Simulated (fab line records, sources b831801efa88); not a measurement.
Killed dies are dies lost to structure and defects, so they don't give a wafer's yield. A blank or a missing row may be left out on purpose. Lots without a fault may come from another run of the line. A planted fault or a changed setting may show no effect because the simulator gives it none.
Which tool did it? | flow gf180mcu | 14 lots, 42 wafers sampled, at 3 steps of a route of 602

WHAT THE GAUGES READ, wafer by wafer
GF_V5_THK_MEAS_01. Usual: V5_CVD_00_THK 300 nm, standard deviation 3.5.
lot  | measured     | on            | V5_CVD_00_THK (nm) | flag
L673 | day 26 12:00 | film_metro-03 | 303 306 303        |
L676 | day 27 08:09 | film_metro-01 | 295 298 296        |
L677 | day 27 20:32 | film_metro-03 | 302 299 300        |
L678 | day 28 03:50 | film_metro-03 | 295 294 297        |
L679 | day 28 10:17 | film_metro-03 | 305 304 303        |
L680 | day 29 00:28 | film_metro-03 | 304 301 303        |
L681 | day 29 05:14 | film_metro-01 | 297 297 299        |
L682 | day 29 10:28 | film_metro-01 | 299 293 297        |
L687 | day 30 20:10 | film_metro-04 | 299 300 299        |
L690 | day 31 17:47 | film_metro-03 | 305 306 306        |
L691 | day 31 22:19 | film_metro-01 | 298 298 302        |
L693 | day 32 06:24 | film_metro-01 | 299 300 299        |
L694 | day 32 13:08 | film_metro-03 | 296 296 298        |
L695 | day 32 17:22 | film_metro-04 | 298 306 299        |

GF_V5_BOW_MEAS_05. Usual: V5_BOW 133 um, standard deviation 9.2.
lot  | measured     | on            | V5_BOW (um) | flag
L673 | day 26 12:32 | film_metro-04 | 127 128 137 |
L676 | day 27 08:41 | film_metro-01 | 131 143 129 |
L677 | day 27 21:04 | film_metro-03 | 139 130 148 |
L678 | day 28 04:22 | film_metro-03 | 141 128 134 |
L679 | day 28 10:50 | film_metro-01 | 139 124 130 |
L680 | day 29 01:00 | film_metro-04 | 130 142 138 |
L681 | day 29 05:47 | film_metro-03 | 141 135 135 |
L682 | day 29 11:00 | film_metro-01 | 138 127 124 |
L687 | day 30 20:42 | film_metro-03 | 134 139 126 |
L690 | day 31 18:19 | film_metro-03 | 133 129 140 |
L691 | day 31 22:50 | film_metro-03 | 129 113 137 |
L693 | day 32 06:56 | film_metro-04 | 133 144 117 |
L694 | day 32 13:41 | film_metro-01 | 131 127 130 |
L695 | day 32 17:54 | film_metro-03 | 139 141 127 |

GF_V5_CD_MEAS_14: target cd 260 nm. Usual: cd_nm 260.1 nm, standard deviation 1.3.
lot  | measured     | on        | cd_nm (nm)        | flag
L673 | day 27 09:18 | cd_sem-02 | 258.6 259.0 260.0 |
L676 | day 28 05:20 | cd_sem-01 | 258.6 260.7 261.3 |
L677 | day 28 16:37 | cd_sem-02 | 262.9 262.2 262.0 |
L678 | day 28 23:57 | cd_sem-01 | 259.2 257.8 258.6 |
L679 | day 29 06:22 | cd_sem-02 | 260.5 261.9 259.7 |
L680 | day 29 20:10 | cd_sem-01 | 260.7 259.3 260.6 |
L681 | day 30 00:40 | cd_sem-02 | 260.9 261.8 262.1 |
L682 | day 30 05:28 | cd_sem-01 | 257.5 257.3 257.8 |
L687 | day 31 14:16 | cd_sem-01 | 261.2 261.6 260.9 |
L690 | day 32 11:07 | cd_sem-02 | 262.0 261.6 261.9 |
L691 | day 32 15:34 | cd_sem-02 | 258.5 259.1 258.5 |
L693 | day 32 23:23 | cd_sem-01 | 259.3 259.0 259.3 |
L694 | day 33 06:20 | cd_sem-01 | 258.1 258.0 258.0 |
L695 | day 33 09:46 | cd_sem-02 | 258.0 258.3 259.0 |

WHICH TOOL RAN EACH LOT (tool, then ch and the chambers of the sampled wafers, then the start)
The record holds no process step before these readings.

WHAT THE TOOLS THEMSELVES READ (means of the sampled wafers that have a number; where no wafer has one, the mark that the record gives instead)
The record holds no such reading with a usual standard deviation.

THE ANSWER, worked out from the rows above alone
Rule: a lot is off if the mean of its wafers that have a number lies more than 3 standard deviations from the usual mean. A lot without any number at a reading at which 4 lots or more have one is off too. The other lots that the step has rows for count as sound. The gauges are gone through in route order, then the tools' own readings, and for those a lot's mean is taken as printed above. The first step at which some lot is off is used, and at that step the reading that is off furthest; a lot without a number counts as furthest.
No lot is off at any reading shown: from this, nothing can be told.

WHAT THE SIMULATOR HAD PUT IN
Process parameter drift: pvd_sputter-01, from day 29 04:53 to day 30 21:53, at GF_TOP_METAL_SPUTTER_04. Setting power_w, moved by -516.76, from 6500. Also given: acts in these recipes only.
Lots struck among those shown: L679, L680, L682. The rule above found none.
